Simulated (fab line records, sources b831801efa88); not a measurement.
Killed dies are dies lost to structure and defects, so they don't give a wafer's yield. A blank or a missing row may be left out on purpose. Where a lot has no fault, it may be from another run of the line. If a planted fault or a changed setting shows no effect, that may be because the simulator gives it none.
2 desks, one fault || flow sky130 || numbers are kept per desk, each desk with only its own; the story behind them comes last

## THE METROLOGY DESK
What the gauges read, lot by lot, whatever tool the lot ran on: means of the sampled wafers that have a number. Any lot whose mean is over 4 standard deviations away from the usual mean is out of limits and marked OUT; that distance is given in the brackets.
Columns: A = VIA2_W_THK at SKY_VIA2_THK_MEAS_23, usual 410 nm
{"lot": "L355", "first seen here": "day 36 16:09", "A": 396}
{"lot": "L356", "first seen here": "day 37 11:30", "A": 409}
{"lot": "L357", "first seen here": "day 37 16:16", "A": 411}
{"lot": "L363", "first seen here": "day 39 04:47", "A": 407}
{"lot": "L365", "first seen here": "day 40 01:41", "A": 401}
{"lot": "L369", "first seen here": "day 41 05:37", "A": 408}
{"lot": "L370", "first seen here": "day 41 18:05", "A": 421}
{"lot": "L371", "first seen here": "day 42 10:41", "A": 410}
{"lot": "L375", "first seen here": "day 42 19:16", "A": 422}
{"lot": "L376", "first seen here": "day 42 23:28", "A": 414}
Finding of this desk: none of the 10 lots has anything out of limits.

## AT THE TOOL OWNER'S DESK: litho track-03
The tool's own readings at SKY_METAL5_COAT_09 (resist thk 1800 nm): means of the sampled wafers that have a number, for each lot that ran on this tool. Any lot whose mean is over 4 standard deviations away from the usual mean is out of limits and marked OUT; that distance is given in the brackets.
Columns: A = exhaust pa at SKY_METAL5_COAT_09, usual 44.7 Pa
{"lot": "L355", "first seen here": "day 43 15:13", "A": 44.7}
{"lot": "L356", "first seen here": "day 44 05:48", "A": 44.2}
{"lot": "L363", "first seen here": "day 45 19:36", "A": 44.9}
{"lot": "L365", "first seen here": "day 46 15:10", "A": 44.9}
{"lot": "L376", "first seen here": "day 48 22:15", "A": 45.7}
Finding of this desk: none of the 5 lots has anything out of limits.

## PUT TOGETHER
Metrology desk: nothing out of limits seen.
The tool owner's desk saw nothing out of limits.

## WHAT HAD BEEN PUT IN BY THE SIMULATOR
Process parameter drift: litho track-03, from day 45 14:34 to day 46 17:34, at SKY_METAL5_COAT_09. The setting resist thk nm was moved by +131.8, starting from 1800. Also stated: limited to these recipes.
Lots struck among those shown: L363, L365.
